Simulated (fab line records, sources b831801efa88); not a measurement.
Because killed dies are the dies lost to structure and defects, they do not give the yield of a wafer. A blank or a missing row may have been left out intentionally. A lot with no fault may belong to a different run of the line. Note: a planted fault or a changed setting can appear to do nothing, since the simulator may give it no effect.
8D (eight disciplines) problem report, filled in by code ; flow sfq line ; the parts of the form that need people (team, actions taken, sign-off) are left out

1. THE ISSUE
Mean of run length s at SFQ_TRILAYER_M3_BARC_OPEN_METAL_ETCH_100: 80.3 s across 4 wafers in 2 lots; on wafers with no fault it is 69.8 s (standard deviation 0.45). Measured from the usual mean, that is +23 standard deviations.
The step: etches BARC in O2, target depth 125 nm, time 41.7 s.
Seen first at day 39 08:22 on rie metal-03, wafer L622.1. The record holds 18 wafers of 6 lots with a number at this step. Rule for "out", or "out of limits": more than 4 standard deviations from the usual mean. The other wafers with a number count as sound.

2. WHAT THIS IS AND IS NOT
question;is;is not
which readings at this step;run length s, oes product au;drypump motor current A, he backside leak sccm
which lots;L622, L625;L618, L631, L632, L637
which wafers of those lots;L622.1, L622.4, L625.4, L625.6;L622.2, L625.5
read on which tools;rie metal-03;rie metal-02, rie metal-04
when;from day 39 08:22;"up to then (4 sound wafers); but 10 sound wafers of L625, L631, L632, L637 came after"

3. WHAT RULES OUT EACH SUSPECT
Counting: a tool at a process step up to the reading stays a suspect if it ran every lot that is out. Sound lots after the first of them don't rule it out here, since some wafers of a struck lot are sound.
- pvd sputter-05 at SFQ_TRILAYER_M3_DEP_SPUTTER_073 (material Nb, target thk 200 nm, time 133.3 s): kept. It processed each lot that is out (first: L622, day 39 05:03); up to then, its last sound lot is L618 (day 35 07:20).
- rie metal-03 at SFQ_TRILAYER_M3_BARC_OPEN_METAL_ETCH_100 (etches BARC in O2, target depth 125 nm, time 41.7 s): kept. It processed each lot that is out (first: L622, day 39 08:22); up to then, its last sound lot is L618 (day 35 10:24). On those wafers its own readings are out: oes product au, run length s.
- The sound lot-mates ran in chamber 0 of rie metal-03 at SFQ_TRILAYER_M3_BARC_OPEN_METAL_ETCH_100, but the wafers that are out ran in chamber 1.
After counting, pvd sputter-05 at SFQ_TRILAYER_M3_DEP_SPUTTER_073 and rie metal-03 at SFQ_TRILAYER_M3_BARC_OPEN_METAL_ETCH_100 remain.

4. THE CAUSE (what the simulator had put in)
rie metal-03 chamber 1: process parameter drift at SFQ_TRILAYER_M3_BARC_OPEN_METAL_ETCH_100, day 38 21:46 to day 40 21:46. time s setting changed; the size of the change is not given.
Counting left 2 suspects, and this tool is among them.

5. SEQUENCE OF EFFECTS, ordered by route
One row per reading whose mean, taken over the struck wafers that have a number, lies over 3 standard deviations from the usual. Only readings whose record carries a usual standard deviation are examined. hours: median over the lots of the time between each lot's start at the first step of this table that gives one and its start at this step. sigmas: the change, counted in usual standard deviations.
hours;step;reading;usual;on struck wafers;change;sigmas
0;SFQ_TRILAYER_M3_BARC_OPEN_METAL_ETCH_100;oes product au;0.685 a.u.;0.622;-0.063;-14
0;SFQ_TRILAYER_M3_BARC_OPEN_METAL_ETCH_100;run length s;69.8 s;80.3;+10.5;+23
It contains these process steps:
- SFQ_TRILAYER_M3_BARC_OPEN_METAL_ETCH_100: etches BARC in O2, target depth 125 nm, time 41.7 s.

6. WHAT WOULD HAVE CAUGHT IT SOONER
The fault began at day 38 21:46; the first out-of-limits reading in this record came at day 39 08:22, 11 hours later.
